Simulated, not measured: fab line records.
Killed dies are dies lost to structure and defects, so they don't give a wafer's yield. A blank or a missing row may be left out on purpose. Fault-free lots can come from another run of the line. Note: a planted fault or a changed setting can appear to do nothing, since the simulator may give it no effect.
Which tool was responsible? + flow gf180mcu + 18 wafers from 6 lots sampled at 2 of the route's 602 steps

WHAT THE GAUGES SHOWED, per wafer
GF_V1_THK_MEAS_01.
| lot  | measured     | on            | V1_CVD_00_THK (nm) |
|------|--------------|---------------|--------------------|
| L841 | day 17 17:11 | film metro-01 | 604 605 604        |
| L843 | day 18 15:21 | film metro-01 | 593 593 593        |
| L847 | day 20 04:14 | film metro-03 | 591 591 593        |
| L849 | day 20 20:33 | film metro-04 | 603 602 597        |
| L851 | day 21 13:08 | film metro-03 | 605 606 602        |
| L862 | day 25 12:48 | film metro-04 | 608 612 618        |

WHICH TOOL RAN EACH LOT (tool, then ch and the chambers of the sampled wafers, then the start)
| lot  | GF_M1_STRIP_17                       |
|------|--------------------------------------|
| L841 | plasma asher-02 ch 0,1, day 17 16:34 |
| L843 | plasma asher-04 ch 0,1, day 18 14:45 |
| L847 | plasma asher-02 ch 0,1, day 20 03:38 |
| L849 | plasma asher-04 ch 0,1, day 20 19:56 |
| L851 | plasma asher-02 ch 0,1, day 21 12:32 |
| L862 | plasma asher-04 ch 0,1, day 25 12:07 |
- GF_M1_STRIP_17: strips in O2/N2.

THE ANSWER, worked out from the rows above alone
Rule: the lots themselves supply what counts as usual. Put in order of their means at a reading, lots are off if they are a third of the lots or fewer, leave a main group of 4 or more, and stand apart from it by a gap of 3 or more times the standard deviation of the main group's means; of several such gaps the widest counts. A main group whose means are all the same, to the digits that the tables above print for the reading, isn't used. Also off: a lot with no number at a reading for which 4 or more lots have one. All remaining lots with rows at the step are treated as sound.
None of the lots is off at any reading shown; this tells nothing.

WHAT WAS PUT IN BY THE SIMULATOR
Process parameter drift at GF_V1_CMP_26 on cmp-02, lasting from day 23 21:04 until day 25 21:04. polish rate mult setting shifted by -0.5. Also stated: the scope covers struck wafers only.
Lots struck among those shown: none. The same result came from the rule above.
